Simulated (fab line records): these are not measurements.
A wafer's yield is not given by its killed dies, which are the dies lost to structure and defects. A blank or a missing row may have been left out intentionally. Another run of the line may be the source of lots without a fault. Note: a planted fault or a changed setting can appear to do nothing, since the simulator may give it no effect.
Comparing a struck lot with a sound one ; flow gf180mcu ; 24 out of 602 route steps
Sound: these wafers, L311.2, L311.3, L311.4. Wafers struck: L316.1, L316.5, L316.6. The cause comes at the end.
Per side, at each step with rows, come the tool, then ch with its chambers, and then its first start. Under that, the readings that differ: sound wafers ; struck wafers ; difference of the means ; sigmas: that difference in standard deviations of wafers without a fault.
alike: words and numbers the same on both sides, and readings whose means are apart by under 2 such deviations; not compared: readings that were withheld, readings missing a value for some wafer, numbers with overlapping values and no deviation given by the record, and bounds like >300 which may hide the same value.
The two part at a step that has a row with sigmas, a row that says differs or no value, or rows on one side only. Numbers that have no deviation but don't overlap get no sigmas and don't part them. Lack of a reading on every wafer of one side parts them only where that side has two or more wafers.

first, 1 step without rows for these wafers: GF_V4_SPUTTER_22 (material TiN, target thk 10 nm, time 40 s).
GF_V4_CVD_23: deposits W, target thk 350 nm, time 104.9 s.
  sound on cvdW-01 ch 1, day 26 11:20; struck on cvdW-02 ch 0,1, day 28 08:14
  alike: heaterPowerW
GF_V4_RS_MEAS_24: uses a four-point probe to measure.
  sound: filmMetro-04 at day 26 11:32; struck: filmMetro-04 at day 28 08:20
  alike: V4_W_RS
GF_V4_THK_MEAS_25: measures by xrf.
  sound: filmMetro-04 at day 26 11:39; struck: filmMetro-04 at day 28 08:28
  alike: V4_W_THK
then, 3 steps without rows for these wafers: GF_V4_CMP_26 (polishes, stops on SiO2, t overpolish 15 s, target thk 0 nm); GF_MIM_SPUTTER_00 (material Ti, target thk 37.5 nm, time 150 s); GF_MIM_SPUTTER_01 (material TiN, target thk 30 nm, time 25 s).
GF_MIM_SPUTTER_02: material AlCu, target thk 450 nm, time 23.9 s.
  sound: pvdSputter-01 at day 26 12:08; struck: pvdSputter-01 at day 28 08:58
  alike: cathodeDcPowerW, chamberPressurePa, throttleValvePct
GF_MIM_SPUTTER_03: material Ti, target thk 10 nm, time 6.7 s.
  sound: pvdSputter-01 at day 26 12:10; struck: pvdSputter-01 at day 28 08:59
  alike: cathodeDcPowerW, chamberPressurePa, throttleValvePct
then, 1 step without rows for these wafers: GF_MIM_SPUTTER_04 (material TiN, target thk 50 nm, time 41.7 s).
GF_MIM_CVD_05: deposits Si3N4, target thk 42 nm, time 29.086 s.
  sound on pecvd-01 ch 0,1, day 26 12:14; struck on pecvd-02 ch 0,1,2, day 28 09:03
  alike: heaterPowerW
GF_MIM_THK_MEAS_06:
  sound: filmMetro-01 at day 26 12:16; struck: filmMetro-02 at day 28 09:05
  alike: MIM_CVD_05_THK
GF_MIM_SPUTTER_07: material TiN, target thk 60 nm, time 50 s.
  sound: pvdSputter-04 at day 26 12:19; struck: pvdSputter-04 at day 28 09:08
  no value came back on the struck wafers for cathodeDcPowerW (W), chamberPressurePa (Pa), throttleValvePct (%); on the sound wafers cathodeDcPowerW (W) reads 6499.6 6500.0 6499.7
then, 9 steps without rows for these wafers: GF_MIM_SPUTTER_08 (material AlCu, target thk 200 nm, time 10.6 s); GF_MIM_SPUTTER_09 (material TiN, target thk 35 nm, time 30.44 s); GF_MIM_DEHYDRATE_12 (time 60 s); GF_MIM_HMDS_13 (prime time 60 s); GF_MIM_COAT_14 (resist thk 1000 nm); GF_MIM_SOFTBAKE_15 (time 60 s); GF_MIM_EXPOSE_16 (exposes mask FuseTop, target cd 2000 nm); GF_MIM_PEB_17; GF_MIM_DEVELOP_18 (develop time 60 s).
GF_MIM_METAL_ETCH_19: etches the open film in Cl2/BCl3, stops on Si3N4, target depth 324.5 nm, time 54.1 s.
  sound on rieMetal-04 ch 1, day 27 09:09; struck on rieMetal-01 ch 0,1, day 29 04:12
reading;sound;struck;difference;sigmas
oesProductAu (a.u.);0.932 0.943 0.938;1.000 0.992 0.997;+0.059;+10
throttleValvePct (%);28.280 28.282 28.267;28.216 28.222 28.222;-0.056;-6
  alike: chamberPressureMTorr, drypumpMotorCurrentA
  not compared: rfHoursCounterH
GF_MIM_STRIP_20: strips in O2/N2.
  sound on plasmaAsher-04 ch 0,1, day 27 09:16; struck on plasmaAsher-02 ch 0,1, day 29 04:16
  alike: chamberPressureMTorr, drypumpMotorCurrentA, heaterPowerW, oesProductAu, stripTimeToEndpointS
  not compared: rfHoursCounterH

WHERE THEY PART
First at GF_MIM_SPUTTER_07; last, within this record, at GF_MIM_METAL_ETCH_19. Later steps at which nothing parts them and some readings are alike: GF_MIM_STRIP_20.

WHY: whatever the simulator had introduced
Whole step skipped at GF_MIM_SPUTTER_07 on pvdSputter-04, starting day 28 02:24. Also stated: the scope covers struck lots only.
